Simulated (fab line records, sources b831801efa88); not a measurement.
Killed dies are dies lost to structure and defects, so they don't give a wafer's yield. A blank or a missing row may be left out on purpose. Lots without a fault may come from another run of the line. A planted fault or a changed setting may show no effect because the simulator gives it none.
fab line records | flow gf180mcu
record lots=24 wafers=72 last_day=34
route steps=602 shown M4@471 MIM@511 V5@542 PASSIVATION@590
lots that met no fault: from a run of the same line without faults
start_h: hours from the record's first day to the start of the lot's first wafer shown | wait_h: hours since the lot's step before | " the same as in the row above | L1.1+2: a row that stands for several wafers | - no value, or no start given | * or withheld: withheld | < > ~ a bound
route shown NAME@n: a module of which the file shows steps, and the number in the route of the first | usual: mean/standard deviation of fault-free wafers | same: alike in all rows | chamber/n: place in a boat | sites: the reading at each site | _std_site: their standard deviation | _edge_site: outer sites' mean less inner sites' | radius_mm: how far each site lies from the wafer's centre | mask NAME#n: copy n | behind: the tool/chamber that last shaped the wafer | hold: why the lot was held/for how many hours/how that ended | device: the transistor (n, p or np) that didn't switch | end of line: the same wafers' tests at the end of the route | a step without rows: its recipe alone | killed: dies lost to structure and defects at the first sort, not the wafer's yield | map: a wafer's dies, x killed, . not, _ none there
set.NAME: the setting as run; set.NAME@STEP: as run at that earlier step | model.NAME: the simulator's own value behind a step, which no gauge read
steps of the route over a sample of lots; a table a step, a row a wafer
services: from which hour (start_h, from the record's first day; less than 0 if before it) a tool's chamber was out of use, for how many hours, and why
## steps
# step GF_M4_OVL_MEAS_15
# usual M4_OVL=-3/5.7
# columns lot.wafer tool chamber start_h wait_h M4_OVL[nm]
L074.2 overlay-01 - 536.78 0.1 -9
L074.3 " - " " -8
L074.5 " - " " -3
L075.1 overlay-02 - 539.12 0.1 -3
L075.3 " - " " -1
L075.5 " - " " 0
L076.1 overlay-01 - 559.33 0.1 -4
L076.3 " - " " -9
L076.4 " - " " 0
L077.1 overlay-01 - 561.57 0.1 -8
L077.2 " - " " -10
L077.4 " - " " -8
L078.3 overlay-02 - 575.25 0.1 -4
L078.4 " - " " -13
L078.5 " - " " -4
L079.1 overlay-01 - 577.28 0.1 -10
L079.3 " - " " -6
L079.5 " - " " 1
L080.1 overlay-02 - 588.82 0.1 3
L080.3 " - " " 1
L080.4 " - " " -1
L081.2 overlay-01 - 601.53 0.1 3
L081.4 " - " " 5
L081.5 " - " " 5
L082.1 overlay-02 - 605.23 0.1 -2
L082.3 " - " " -3
L082.6 " - " " -9
L083.1 overlay-01 - 608.77 0.1 -2
L083.3 " - " " -8
L083.6 " - " " -3
L084.2 overlay-01 - 625.08 0.1 -10
L084.5 " - " " -3
L084.6 " - " " -10
L085.1 overlay-02 - 629.63 0.1 -1
L085.3 " - " " 8
L085.6 " - " " 9
L086.1 overlay-01 - 641.07 0.1 -6
L086.2 " - " " -9
L086.3 " - " " -5
L087.3 overlay-02 - 646.20 0.1 4
L087.5 " - " " 4
L087.6 " - " " -1
L088.1 overlay-02 - 655.77 0.1 1
L088.4 " - " " -9
L088.5 " - " " -1
L089.1 overlay-02 - 664.73 0.1 -1
L089.5 " - " " 2
L089.6 " - " " -4
L090.3 overlay-02 - 670.45 0.1 4
L090.5 " - " " 4
L090.6 " - " " -6
L091.1 overlay-01 - 673.12 0.1 -7
L091.2 " - " " -6
L091.5 " - " " -4
L092.1 overlay-02 - 684.62 0.1 -8
L092.3 " - " " -4
L092.6 " - " " -13
L093.1 overlay-02 - 688.04 0.1 -7
L093.2 " - " " -9
L093.4 " - " " -5
L094.1 overlay-01 - 692.62 0.1 -9
L094.2 " - " " -11
L094.4 " - " " -7
L095.1 overlay-02 - 696.88 0.1 0
L095.3 " - " " 3
L095.6 " - " " 5
L096.1 overlay-02 - 704.79 0.1 -5
L096.2 " - " " 5
L096.3 " - " " -3
L097.4 overlay-02 - 712.26 0.1 0
L097.5 " - " " 9
L097.6 " - " " 6
# step GF_MIM_SPUTTER_08
# recipe material=AlCu target_thk_nm=200 power_w=10600 time_s=10.6 chamber_pressure_pa=0.4
# usual throttle_valve_pct=30.4/0.75
# columns lot.wafer tool chamber start_h wait_h throttle_valve_pct
L074.2 pvd_sputter-01 - 562.65 0.0 30.3
L074.3 " - " " 30.6
L074.5 " - " " 31.2
L075.1 pvd_sputter-03 - 564.90 0.0 29.3
L075.3 " - " " 29.5
L075.5 " - " " 29.6
L076.1 pvd_sputter-01 - 584.75 0.0 31.1
L076.3 " - " " 30.6
L076.4 " - " " 29.7
L077.1 pvd_sputter-01 - 587.57 0.0 29.9
L077.2 " - " " 30.3
L077.4 " - " " 29.7
L078.3 pvd_sputter-01 - 599.80 0.0 30.9
L078.4 " - " " 30.2
L078.5 " - " " 31.0
L079.1 pvd_sputter-02 - 601.80 0.0 31.6
L079.3 " - " " 30.4
L079.5 " - " " 29.9
L080.1 pvd_sputter-01 - 613.25 0.0 31.0
L080.3 " - " " 30.3
L080.4 " - " " 29.6
L081.2 pvd_sputter-02 - 625.75 0.0 31.4
L081.4 " - " " 30.9
L081.5 " - " " 29.9
L082.1 pvd_sputter-03 - 628.83 0.0 29.5
L082.3 " - " " 29.3
L082.6 " - " " 31.8
L083.1 pvd_sputter-02 - 633.12 0.0 30.6
L083.3 " - " " 29.6
L083.6 " - " " 30.5
L084.2 pvd_sputter-01 - 648.76 0.0 29.7
L084.5 " - " " 30.5
L084.6 " - " " 29.6
L085.1 pvd_sputter-01 - 653.29 0.0 30.8
L085.3 " - " " 30.1
L085.6 " - " " 30.7
L086.1 pvd_sputter-02 - 663.62 0.0 31.1
L086.2 " - " " 30.8
L086.3 " - " " 30.3
L087.3 pvd_sputter-01 - 668.82 0.0 30.0
L087.5 " - " " 29.7
L087.6 " - " " 30.4
L088.1 pvd_sputter-01 - 678.78 0.0 31.1
L088.4 " - " " 30.4
L088.5 " - " " 31.0
L089.1 pvd_sputter-02 - 686.63 0.0 31.2
L089.5 " - " " 30.4
L089.6 " - " " 31.5
L090.3 pvd_sputter-03 - 692.61 0.0 31.8
L090.5 " - " " 30.6
L090.6 " - " " 31.8
L091.1 pvd_sputter-02 - 695.69 0.0 29.8
L091.2 " - " " 29.6
L091.5 " - " " 29.7
L092.1 pvd_sputter-02 - 706.28 0.0 29.7
L092.3 " - " " 29.7
L092.6 " - " " 29.6
L093.1 pvd_sputter-03 - 709.91 0.0 32.2
L093.2 " - " " 30.2
L093.4 " - " " 29.4
L094.1 pvd_sputter-03 - 714.58 0.0 29.2
L094.2 " - " " 32.1
L094.4 " - " " 29.5
L095.1 pvd_sputter-03 - 718.82 0.0 31.6
L095.3 " - " " 30.3
L095.6 " - " " 30.2
L096.1 pvd_sputter-03 - 726.36 0.0 29.5
L096.2 " - " " 31.7
L096.3 " - " " 30.3
L097.4 pvd_sputter-01 - 733.88 0.0 30.6
L097.5 " - " " 30.5
L097.6 " - " " 31.2
# step GF_V5_CVD_02
# recipe material=SiO2 target_thk_nm=1450 precursor=TEOS temp_c=400 time_s=163.28 rf_w=600
# usual heater_power_outer_w=402/91 heater_power_w=687/110
# columns lot.wafer tool chamber start_h wait_h heater_power_outer_w heater_power_w
L074.2 pecvd-02 2 607.07 0.0 338 643
L074.3 " 0 " " 477 629
L074.5 " 2 " " 379 713
L075.1 pecvd-02 1 609.08 0.1 399 689
L075.3 " 2 " " 376 719
L075.5 " 2 " " 267 568
L076.1 pecvd-02 0 628.06 0.1 543 761
L076.3 " 2 " " 308 608
L076.4 " 0 " " 451 622
L077.1 pecvd-02 1 630.76 0.1 382 682
L077.2 " 0 " " 562 772
L077.4 " 0 " " 454 637
L078.3 pecvd-02 1 640.91 0.0 319 608
L078.4 " 2 " " 271 574
L078.5 " 1 " " 374 659
L079.1 pecvd-04 2 643.52 0.1 242 490
L079.3 " 1 " " 570 924
L079.5 " 1 " " 456 752
L080.1 pecvd-03 0 654.86 0.1 504 880
L080.3 " 1 " " 375 679
L080.4 " 2 " " 277 534
L081.2 pecvd-03 1 667.49 0.0 399 716
L081.4 " 0 " " 530 903
L081.5 " 1 " " 336 621
L082.1 pecvd-03 1 669.72 0.1 453 781
L082.3 " 0 " " 501 902
L082.6 " 1 " " 402 712
L083.1 pecvd-02 2 673.14 0.1 364 693
L083.3 " 0 " " 563 800
L083.6 " 0 " " 448 631
L084.2 pecvd-02 1 689.49 0.0 395 680
L084.5 " 2 " " 277 583
L084.6 " 1 " " 292 560
L085.1 pecvd-03 1 692.92 0.1 393 700
L085.3 " 0 " " 531 921
L085.6 " 0 " " 395 749
L086.1 pecvd-04 0 701.80 0.1 324 526
L086.2 " 2 " " 292 563
L086.3 " 1 " " 517 801
L087.3 pecvd-02 2 707.68 0.0 314 617
L087.5 " 2 " " 368 693
L087.6 " 0 " " 578 788
L088.1 pecvd-04 2 716.84 0.1 254 516
L088.4 " 0 " " 325 535
L088.5 " 2 " " 311 594
L089.1 pecvd-02 0 724.16 0.1 473 650
L089.5 " 0 " " 533 744
L089.6 " 1 " " 294 556
L090.3 pecvd-03 1 729.57 0.0 359 641
L090.5 " 1 " " 419 753
L090.6 " 0 " " 521 862
L091.1 pecvd-03 2 732.70 0.1 326 604
L091.2 " 1 " " 421 734
L091.5 " 2 " " 373 655
L092.1 pecvd-03 2 742.87 0.1 388 676
L092.3 " 0 " " 497 822
L092.6 " 2 " " 281 539
L093.1 pecvd-04 2 745.60 0.1 341 609
L093.2 " 1 " " 508 844
L093.4 " 1 " " 568 915
L094.1 pecvd-03 2 751.17 0.1 369 646
L094.2 " 0 " " 487 831
L094.4 " 2 " " 278 532
L095.1 pecvd-02 0 754.52 0.1 563 800
L095.3 " 2 " " 367 683
L095.6 " 0 " " 463 636
L096.1 pecvd-04 0 761.39 0.1 337 553
L096.2 " 1 " " 492 805
L096.3 " 2 " " 298 554
L097.4 pecvd-04 2 768.59 0.1 242 495
L097.5 " 0 " " 422 670
L097.6 " 1 " " 453 745
# step GF_V5_CD_MEAS_14
# recipe target_cd_nm=260
# usual cd_nm=259.7/1.2
# columns lot.wafer tool chamber start_h wait_h cd_nm
L074.2 cd_sem-01 - 628.28 0.1 257.2
L074.3 " - " " 257.4
L074.5 " - " " 257.1
L075.1 cd_sem-02 - 630.67 0.1 259.6
L075.3 " - " " 259.4
L075.5 " - " " 259.5
L076.1 cd_sem-01 - 648.26 0.1 260.3
L076.3 " - " " 262.1
L076.4 " - " " 261.0
L077.1 cd_sem-01 - 651.53 0.2 258.8
L077.2 " - " " 258.7
L077.4 " - " " 259.0
L078.3 cd_sem-02 - 661.14 0.1 260.7
L078.4 " - " " 261.5
L078.5 " - " " 260.9
L079.1 cd_sem-02 - 663.77 0.1 261.1
L079.3 " - " " 261.0
L079.5 " - " " 261.1
L080.1 cd_sem-01 - 674.97 0.1 260.8
L080.3 " - " " 262.5
L080.4 " - " " 259.9
L081.2 cd_sem-01 - 686.57 0.1 262.6
L081.4 " - " " 260.4
L081.5 " - " " 260.9
L082.1 cd_sem-01 - 689.51 0.1 261.2
L082.3 " - " " 258.9
L082.6 " - " " 260.6
L083.1 cd_sem-01 - 692.85 0.1 259.7
L083.3 " - " " 260.5
L083.6 " - " " 260.2
L084.2 cd_sem-02 - 708.74 0.1 259.3
L084.5 " - " " 258.1
L084.6 " - " " 258.2
L085.1 cd_sem-02 - 712.05 0.1 258.4
L085.3 " - " " 257.9
L085.6 " - " " 257.5
L086.1 cd_sem-02 - 719.71 0.1 259.8
L086.2 " - " " 260.6
L086.3 " - " " 259.8
L087.3 cd_sem-01 - 726.00 0.1 258.7
L087.5 " - " " 259.9
L087.6 " - " " 259.0
L088.1 cd_sem-02 - 734.67 0.1 259.9
L088.4 " - " " 260.5
L088.5 " - " " 259.6
L089.1 cd_sem-01 - 742.30 0.1 259.1
L089.5 " - " " 260.1
L089.6 " - " " 259.7
L090.3 cd_sem-02 - 747.00 0.1 260.6
L090.5 " - " " 260.0
L090.6 " - " " 259.2
L091.1 cd_sem-01 - 750.57 0.1 260.9
L091.2 " - " " 260.0
L091.5 " - " " 259.6
L092.1 cd_sem-01 - 760.01 0.1 260.9
L092.3 " - " " 260.2
L092.6 " - " " 261.0
L093.1 cd_sem-02 - 762.36 0.1 259.0
L093.2 " - " " 259.2
L093.4 " - " " 258.7
L094.1 cd_sem-01 - 768.20 0.1 257.6
L094.2 " - " " 257.5
L094.4 " - " " 256.9
L095.1 cd_sem-01 - 770.97 0.1 259.7
L095.3 " - " " 259.1
L095.6 " - " " 258.4
L096.1 cd_sem-02 - 778.05 0.1 260.3
L096.2 " - " " 259.2
L096.3 " - " " 259.4
L097.4 cd_sem-01 - 784.63 0.1 261.3
L097.5 " - " " 260.3
L097.6 " - " " 261.0
# step GF_PASSIVATION_THK_MEAS_03
# recipe reads=Si3N4_of_PASSIVATION_CVD_02
# usual PASSIVATION_CVD_02_THK=700/10
# columns lot.wafer tool chamber start_h wait_h PASSIVATION_CVD_02_THK[nm]
L074.2 film_metro-02 - 651.70 0.2 706
L074.3 " - " " 700
L074.5 " - " " 714
L075.1 film_metro-01 - 653.89 0.1 695
L075.3 " - " " 707
L075.5 " - " " 711
L076.1 film_metro-03 - 671.85 0.3 696
L076.3 " - " " 705
L076.4 " - " " 705
L077.1 film_metro-01 - 673.61 0.1 703
L077.2 " - " " 687
L077.4 " - " " 707
L078.3 film_metro-02 - 682.88 0.2 698
L078.4 " - " " 701
L078.5 " - " " 712
L079.1 film_metro-03 - 685.58 0.1 692
L079.3 " - " " 684
L079.5 " - " " 709
L080.1 film_metro-01 - 696.80 0.1 705
L080.3 " - " " 688
L080.4 " - " " 712
L081.2 film_metro-03 - 708.21 0.2 683
L081.4 " - " " 707
L081.5 " - " " 699
L082.1 film_metro-02 - 711.33 0.1 698
L082.3 " - " " 688
L082.6 " - " " 699
L083.1 film_metro-01 - 714.31 0.1 695
L083.3 " - " " 698
L083.6 " - " " 709
L084.2 film_metro-01 - 728.91 0.2 686
L084.5 " - " " 693
L084.6 " - " " 694
L085.1 film_metro-01 - 732.99 0.1 688
L085.3 " - " " 703
L085.6 " - " " 702
L086.1 film_metro-01 - 740.05 0.1 701
L086.2 " - " " 701
L086.3 " - " " 705
L087.3 film_metro-03 - 745.60 0.2 690
L087.5 " - " " 698
L087.6 " - " " 707
L088.1 film_metro-03 - 755.25 0.1 682
L088.4 " - " " 693
L088.5 " - " " 698
L089.1 film_metro-01 - 762.05 0.1 703
L089.5 " - " " 712
L089.6 " - " " 720
L090.3 film_metro-01 - 766.05 0.2 682
L090.5 " - " " 689
L090.6 " - " " 687
L091.1 film_metro-02 - 769.91 0.2 694
L091.2 " - " " 693
L091.5 " - " " 701
L092.1 film_metro-01 - 778.73 0.1 676
L092.3 " - " " 678
L092.6 " - " " 706
L093.1 film_metro-01 - 780.91 0.1 688
L093.2 " - " " 698
L093.4 " - " " 700
L094.1 film_metro-03 - 787.12 0.1 705
L094.2 " - " " 700
L094.4 " - " " 714
L095.1 film_metro-02 - 789.73 0.1 711
L095.3 " - " " 706
L095.6 " - " " 714
L096.1 film_metro-02 - 796.72 0.1 678
L096.2 " - " " 691
L096.3 " - " " 677
L097.4 film_metro-02 - 802.95 0.0 717
L097.5 " - " " 723
L097.6 " - " " 704
# step GF_PASSIVATION_ETCH_11
# recipe chemistry=CF4/O2 target_depth_nm=2040 stop_on=TiN source_w=791.6 bias_w=150 pressure_mtorr=150 cf4_flow_sccm=80 O2_flow_sccm=10 time_s=453.3
# usual drypump_motor_current_A=5.7/0.45 oes_product_au=0.985/0.0075 throttle_valve_pct=5.967/0.0084
# columns lot.wafer tool chamber start_h wait_h drypump_motor_current_A oes_product_au rf_hours_counter_h throttle_valve_pct
L074.2 rie_diel-04 3 671.36 - 5.2 0.991 5 5.979
L074.3 " 2 " " 6.0 0.993 7 5.969
L074.5 " 3 " " 5.1 1.004 - 5.961
L075.1 rie_diel-03 0 673.35 - 5.3 0.984 5 5.966
L075.3 " 2 " " 5.8 0.978 2 5.976
L075.5 " 0 " " 5.3 0.981 - 5.951
L076.1 rie_diel-03 1 690.21 - 6.3 0.972 51 5.963
L076.3 " 3 " " 6.1 0.973 58 5.959
L076.4 " 0 " " 5.3 0.981 6 5.969
L077.1 rie_diel-04 1 692.65 - 5.3 0.980 4 5.967
L077.2 " 0 " " 6.1 0.978 27 5.970
L077.4 " 3 " " 5.1 0.992 5 5.958
L078.3 rie_diel-04 1 700.46 - 5.3 0.975 4 5.976
L078.4 " 2 " " 6.0 0.990 8 5.966
L078.5 " 1 " " 5.4 0.989 - 5.973
L079.1 rie_diel-03 3 703.66 - 6.1 0.983 58 5.966
L079.3 " 1 " " 6.3 0.972 52 5.974
L079.5 " 3 " " 6.1 0.978 - 5.964
L080.1 rie_diel-02 0 714.90 - 5.1 0.988 4 5.963
L080.3 " 2 " " 6.6 0.986 13 5.970
L080.4 " 1 " " 5.3 0.998 24 5.952
L081.2 rie_diel-02 0 725.65 - 5.1 0.983 4 5.949
L081.4 " 0 " " 5.1 0.992 - 5.964
L081.5 " 2 " " 6.6 0.989 - 5.976
L082.1 rie_diel-03 1 728.60 - 6.3 0.973 53 5.958
L082.3 " 0 " " 5.3 0.987 8 5.960
L082.6 " 0 " " 5.3 0.984 - 5.967
L083.1 rie_diel-03 1 731.41 - 6.2 0.979 53 5.969
L083.3 " 0 " " 5.3 0.987 8 5.965
L083.6 " 2 " " 5.8 0.985 - 5.973
L084.2 rie_diel-02 3 746.01 - 6.0 0.986 0 5.972
L084.5 " 3 " " 6.0 0.971 - 5.982
L084.6 " 0 " " 5.1 0.988 - 5.957
L085.1 rie_diel-04 1 750.04 - 5.4 0.991 6 5.984
L085.3 " 2 " " 6.0 0.998 10 5.959
L085.6 " 1 " " 5.3 0.988 - 5.975
L086.1 rie_diel-04 3 756.54 - 5.2 0.995 8 5.967
L086.2 " 1 " " 5.4 0.987 7 5.976
L086.3 " 2 " " 6.0 0.987 11 5.957
L087.3 rie_diel-02 2 762.01 - 6.6 0.992 15 5.952
L087.5 " 1 " " 5.3 0.986 - 5.970
L087.6 " 2 " " 6.6 0.985 - 5.982
L088.1 rie_diel-03 2 771.19 - 5.8 0.987 7 5.964
L088.4 " 3 " " 6.1 0.983 2 5.972
L088.5 " 2 " " 5.8 0.985 - 5.967
L089.1 rie_diel-02 0 778.05 - 5.1 0.983 7 5.962
L089.5 " 1 " " 5.3 1.000 - 5.972
L089.6 " 0 " " 5.1 0.989 - 5.961
L090.3 rie_diel-03 1 781.70 - 6.3 0.973 1 5.966
L090.5 " 1 " " 6.2 0.971 - 5.967
L090.6 " 0 " " 5.3 0.984 - 5.967
L091.1 rie_diel-03 2 785.75 - 5.8 0.993 8 5.972
L091.2 " 1 " " 6.3 0.986 1 5.978
L091.5 " 2 " " 5.8 0.985 - 5.957
L092.1 rie_diel-03 1 794.00 - 6.3 0.981 2 5.970
L092.3 " 3 " " 6.1 0.988 3 5.957
L092.6 " 1 " " 6.3 0.969 - 5.963
L093.1 rie_diel-02 2 795.90 - 6.6 0.977 17 5.972
L093.2 " 0 " " 5.1 0.989 8 5.979
L093.4 " 1 " " 5.3 0.982 28 5.975
L094.1 rie_diel-04 1 802.20 - 5.4 0.988 8 5.976
L094.2 " 0 " " 6.1 0.984 32 5.955
L094.4 " 2 " " 6.0 0.981 12 5.962
L095.1 rie_diel-03 0 805.05 - 5.3 0.988 12 5.965
L095.3 " 3 " " 6.1 0.994 4 5.957
L095.6 " 3 " " 6.1 0.988 - 5.980
L096.1 rie_diel-03 3 811.00 - 6.1 0.983 4 5.956
L096.2 " 0 " " 5.3 0.994 13 5.969
L096.3 " 2 " " 5.8 0.975 9 5.962
L097.4 rie_diel-04 1 817.43 - 5.4 0.986 - 5.996
L097.5 " 3 " " 5.2 0.990 - 5.983
L097.6 " 2 " " 6.0 0.991 - 5.964
## services
# columns tool chamber start_h hours kind
rie_diel-02 - 544.90 0.4 repair
rie_diel-04 1 552.32 9.9 repair
pecvd-04 - 557.97 2.8 pm
pecvd-03 2 566.98 6.7 repair
rie_diel-02 0 573.26 14.4 repair
rie_diel-02 1 588.55 8.0 repair
pvd_sputter-02 - 592.48 2.3 repair
rie_diel-04 3 600.01 1.9 repair
rie_diel-03 0 605.16 2.4 repair
rie_diel-04 1 637.07 18.3 repair
pvd_sputter-03 - 638.76 1.8 repair
pvd_sputter-02 - 655.99 6.3 repair
pecvd-03 2 667.24 5.9 repair
pvd_sputter-03 - 688.55 3.1 repair
pecvd-02 - 690.57 1.7 repair
pecvd-02 1 692.36 4.8 repair
pecvd-03 - 703.18 0.6 repair
pvd_sputter-01 - 716.96 1.7 repair
rie_diel-04 3 722.82 3.3 repair
pvd_sputter-03 - 748.09 1.9 repair
pvd_sputter-01 - 761.98 1.2 repair
pecvd-02 1 784.16 19.6 repair
pecvd-02 - 799.38 14.0 pm
rie_diel-03 1 813.88 2.4 repair
## key
fault none
